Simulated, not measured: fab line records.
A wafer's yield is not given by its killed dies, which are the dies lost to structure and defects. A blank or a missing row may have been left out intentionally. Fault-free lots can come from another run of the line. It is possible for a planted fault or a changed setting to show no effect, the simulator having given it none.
Which of the tools did it? :: flow sky130 :: Sampling: 11 lots, 33 wafers, 4 of 708 route steps

WHAT THE GAUGES READ, wafer by wafer
SKY_NWELL_RS_MEAS_29: measures by four-point-probe.
lot: L866
measured: day 5 17:27
on: film_metro-02
NWELL_RS (ohm/sq): 624.7 625.7 622.1

lot: L869
measured: day 6 18:03
on: film_metro-02
NWELL_RS (ohm/sq): 625.6 626.0 625.9

lot: L870
measured: day 7 04:29
on: film_metro-02
NWELL_RS (ohm/sq): 625.0 622.9 624.8

lot: L872
measured: day 7 09:43
on: film_metro-01
NWELL_RS (ohm/sq): 624.2 623.5 627.2

lot: L875
measured: day 8 05:04
on: film_metro-01
NWELL_RS (ohm/sq): 622.9 622.7 625.0

lot: L876
measured: day 8 10:00
on: film_metro-04
NWELL_RS (ohm/sq): 619.6 619.4 620.7 620.1 619.5 620.3

lot: L877
measured: day 8 18:42
on: film_metro-02
NWELL_RS (ohm/sq): 618.3 617.0 620.5 618.3 618.0 619.2

lot: L880
measured: day 9 05:49
on: film_metro-01
NWELL_RS (ohm/sq): 625.5 624.6 626.8

lot: L884
measured: day 10 15:45
on: film_metro-01
NWELL_RS (ohm/sq): 625.1 626.4 624.9

lot: L886
measured: day 11 02:13
on: film_metro-01
NWELL_RS (ohm/sq): 625.6 624.8 625.0

lot: L887
measured: day 11 09:22
on: film_metro-01
NWELL_RS (ohm/sq): 622.9 622.1 621.5

WHAT TOOL EACH LOT RAN ON (gives the tool, then ch and the chambers of the sampled wafers, and finally the start)
lot: L866
SKY_FIELD_ISO_STRIP_16: plasma_asher-01 ch 0,1, day 2 17:10
SKY_NWELL_IMPLANT_12: implanter-04 ch 0, day 4 23:17
SKY_NWELL_STRIP_25: plasma_asher-02 ch 0,1, day 5 17:08

lot: L869
SKY_FIELD_ISO_STRIP_16: plasma_asher-04 ch 0,1, day 3 06:31
SKY_NWELL_IMPLANT_12: implanter-04 ch 0, day 5 23:29
SKY_NWELL_STRIP_25: plasma_asher-02 ch 0,1, day 6 17:44

lot: L870
SKY_FIELD_ISO_STRIP_16: plasma_asher-04 ch 0,1, day 3 12:23
SKY_NWELL_IMPLANT_12: implanter-04 ch 0, day 6 09:34
SKY_NWELL_STRIP_25: plasma_asher-02 ch 0,1, day 7 04:09

lot: L872
SKY_FIELD_ISO_STRIP_16: plasma_asher-01 ch 0,1, day 3 23:19
SKY_NWELL_IMPLANT_12: implanter-04 ch 0, day 6 14:08
SKY_NWELL_STRIP_25: plasma_asher-03 ch 0,1, day 7 09:24

lot: L875
SKY_FIELD_ISO_STRIP_16: plasma_asher-04 ch 0,1, day 4 19:07
SKY_NWELL_IMPLANT_12: implanter-04 ch 0, day 7 08:28
SKY_NWELL_STRIP_25: plasma_asher-04 ch 0,1, day 8 04:44

lot: L876
SKY_FIELD_ISO_STRIP_16: plasma_asher-01 ch 0,1, day 4 23:40
SKY_NWELL_IMPLANT_12: implanter-04 ch 0, day 7 13:47
SKY_NWELL_STRIP_25: plasma_asher-04 ch 0,1, day 8 09:41

lot: L877
SKY_FIELD_ISO_STRIP_16: plasma_asher-04 ch 0,1, day 5 04:46
SKY_NWELL_IMPLANT_12: implanter-04 ch 0, day 7 21:29
SKY_NWELL_STRIP_25: plasma_asher-04 ch 0,1, day 8 18:17

lot: L880
SKY_FIELD_ISO_STRIP_16: plasma_asher-04 ch 0,1, day 5 15:40
SKY_NWELL_IMPLANT_12: implanter-01 ch 0, day 8 07:35
SKY_NWELL_STRIP_25: plasma_asher-02 ch 0,1, day 9 05:30

lot: L884
SKY_FIELD_ISO_STRIP_16: plasma_asher-01 ch 0,1, day 6 13:00
SKY_NWELL_IMPLANT_12: implanter-02 ch 0, day 9 15:05
SKY_NWELL_STRIP_25: plasma_asher-04 ch 0,1, day 10 15:26

lot: L886
SKY_FIELD_ISO_STRIP_16: plasma_asher-02 ch 0,1, day 7 01:34
SKY_NWELL_IMPLANT_12: implanter-01 ch 0, day 10 02:22
SKY_NWELL_STRIP_25: plasma_asher-02 ch 0,1, day 11 01:53

lot: L887
SKY_FIELD_ISO_STRIP_16: plasma_asher-04 ch 0,1, day 7 07:04
SKY_NWELL_IMPLANT_12: implanter-02 ch 0, day 10 09:34
SKY_NWELL_STRIP_25: plasma_asher-02 ch 0,1, day 11 09:02
- SKY_FIELD_ISO_STRIP_16: strips in O2/N2.
- SKY_NWELL_IMPLANT_12
- SKY_NWELL_STRIP_25: strips in O2/N2.

THE ANSWER, worked out from the rows above alone
Rule: the usual values come from the lots themselves. The widest of any qualifying gaps counts: lots, ordered by their means at a reading, are off when they make up no more than a third of the lots, leave a main group of 4 or more, and stand apart from it by 3 or more times the standard deviation of that group's means. A main group whose means are all the same, to the digits that the tables above print for the reading, isn't used. Also off: a lot with no number at a reading for which 4 or more lots have one. All remaining lots with rows at the step are treated as sound.
Nothing can be told from this: no lot is off at any reading shown.

WHAT THE SIMULATOR HAD PUT IN
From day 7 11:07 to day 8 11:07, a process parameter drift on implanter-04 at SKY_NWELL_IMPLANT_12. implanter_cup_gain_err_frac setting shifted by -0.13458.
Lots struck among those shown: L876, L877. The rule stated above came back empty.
